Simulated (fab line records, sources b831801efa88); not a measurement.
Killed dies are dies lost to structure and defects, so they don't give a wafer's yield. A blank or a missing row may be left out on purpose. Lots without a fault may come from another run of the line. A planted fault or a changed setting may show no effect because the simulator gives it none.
Which tool did it? | flow gf180mcu | 7 lots, 21 wafers sampled, at 2 steps of a route of 602

WHAT THE GAUGES READ, wafer by wafer
GF_VT_IMPLANT_OVL_MEAS_18.
lot  | measured     | on         | VT_IMPLANT_01_OVL (nm)
L989 | day 6 19:51  | overlay-02 | -4.0 -0.8 -2.6
L992 | day 7 12:44  | overlay-01 | 1.5 0.0 2.0
L994 | day 8 00:59  | overlay-02 | 1.0 3.0 0.6
L996 | day 8 16:37  | overlay-02 | -0.3 1.8 2.2
L100 | day 9 17:16  | overlay-02 | 0.7 0.3 -1.0
L105 | day 10 22:56 | overlay-01 | -2.0 -2.6 -2.7
L109 | day 12 07:25 | overlay-01 | -1.3 -0.9 -2.5

WHICH TOOL RAN EACH LOT (tool, then ch and the chambers of the sampled wafers, then the start)
lot  | GF_MVSD_EXPOSE_04
L989 | iline_stepper-01 ch 0, day 4 17:16
L992 | iline_stepper-02 ch 0, day 5 08:05
L994 | iline_stepper-02 ch 0, day 5 19:20
L996 | iline_stepper-02 ch 0, day 6 08:45
L100 | iline_stepper-02 ch 0, day 7 06:51
L105 | iline_stepper-01 ch 0, day 8 10:05
L109 | iline_stepper-01 ch 0, day 9 14:56
- GF_MVSD_EXPOSE_04: exposes mask MVSD, target cd 1000 nm.

THE ANSWER, worked out from the rows above alone
Rule: what is usual is taken from the lots themselves. Put in order of their means at a reading, lots are off if they are a third of the lots or fewer, leave a main group of 4 or more, and stand apart from it by a gap of 3 or more times the standard deviation of the main group's means; of several such gaps the widest counts. A main group whose means are all the same, to the digits that the tables above print for the reading, isn't used. A lot without any number at a reading at which 4 lots or more have one is off too. The other lots that the step has rows for count as sound.
No lot is off at any reading shown: from this, nothing can be told.

WHAT THE SIMULATOR HAD PUT IN
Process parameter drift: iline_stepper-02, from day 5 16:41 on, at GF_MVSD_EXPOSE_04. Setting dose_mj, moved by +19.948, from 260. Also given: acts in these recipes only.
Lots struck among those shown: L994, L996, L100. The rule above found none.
